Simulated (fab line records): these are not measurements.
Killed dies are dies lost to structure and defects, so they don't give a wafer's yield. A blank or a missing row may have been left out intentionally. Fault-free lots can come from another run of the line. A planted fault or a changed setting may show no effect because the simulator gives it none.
Struck lot and sound lot, side by side	flow gf180mcu	14 out of 602 route steps
Sound: wafers L720.1, L720.4, L720.6. The struck wafers were L737.2, L737.3, L737.6. The cause is named last.
At each step with rows: each side's tool, then ch and its chambers, then its first start. Under that, the readings that differ: sound wafers	struck wafers	difference of the means	sigmas: that difference in standard deviations of wafers without a fault.
alike: readings whose means differ by less than 2 such deviations, and words and numbers that are the same on both sides. not compared: withheld readings, readings that some wafer has no value for, bounds like >300 that may hide the same value, and numbers for which the record gives no deviation and whose values overlap.
The two part at a step that has a row with sigmas, a row that says differs or no value, or rows on one side only. Non-overlapping numbers with no deviation appear without sigmas and do not part them. A reading that every wafer of one side lacks parts them only if that side has two wafers or more.

GF_VT_IMPLANT_RS_MEAS_48: measures by four-point-probe.
  sound on filmMetro-01, day 8 07:55; struck on filmMetro-03, day 13 12:36
  alike: LVPWELL_RS
GF_VT_IMPLANT_RS_MEAS_49: measures by four-point-probe.
  sound on filmMetro-01, day 8 08:02; struck on filmMetro-03, day 13 12:43
  alike: MVPSD_RS
then, 4 steps without rows for these wafers: GF_VT_IMPLANT_WET_ETCH_50 (etches SiO2 in dHF, target depth 20 nm, time 400 s); GF_DUAL_GATE_CLEAN_00 (cleans in SC1/SC2, time 150 s); GF_DUAL_GATE_CLEAN_01 (cleans in dHF, time 20 s); GF_DUAL_GATE_OXIDATION_02 (stabilise 600 s, purge 300 s, target thk 10.887 nm).
GF_DUAL_GATE_THK_MEAS_03:
  sound on filmMetro-01, day 8 09:58; struck on filmMetro-03, day 13 15:15
  alike: DUAL_GATE_OXIDATION_00_THK
then, 5 steps without rows for these wafers: GF_DUAL_GATE_DEHYDRATE_04 (time 60 s); GF_DUAL_GATE_HMDS_05 (prime time 60 s); GF_DUAL_GATE_COAT_06 (resist thk 1000 nm); GF_DUAL_GATE_SOFTBAKE_07 (time 60 s); GF_DUAL_GATE_EXPOSE_08 (exposes mask Dualgate, target cd 700 nm).
GF_DUAL_GATE_PEB_09:
  struck on lithoTrack-04, day 14 11:14; sound on lithoTrack-04 ch 0, day 9 02:07
reading	sound	struck	difference	sigmas
exhaustPa (Pa)	45.2 45.0 45.3	- - -	no value on the struck wafers	
  not compared: chillPlateTempC
then, 1 step without rows for these wafers: GF_DUAL_GATE_DEVELOP_10 (develop time 60 s).

## WHERE THEY PART
Only at GF_DUAL_GATE_PEB_09, as far as this record shows.

WHY: what had been put in by the simulator
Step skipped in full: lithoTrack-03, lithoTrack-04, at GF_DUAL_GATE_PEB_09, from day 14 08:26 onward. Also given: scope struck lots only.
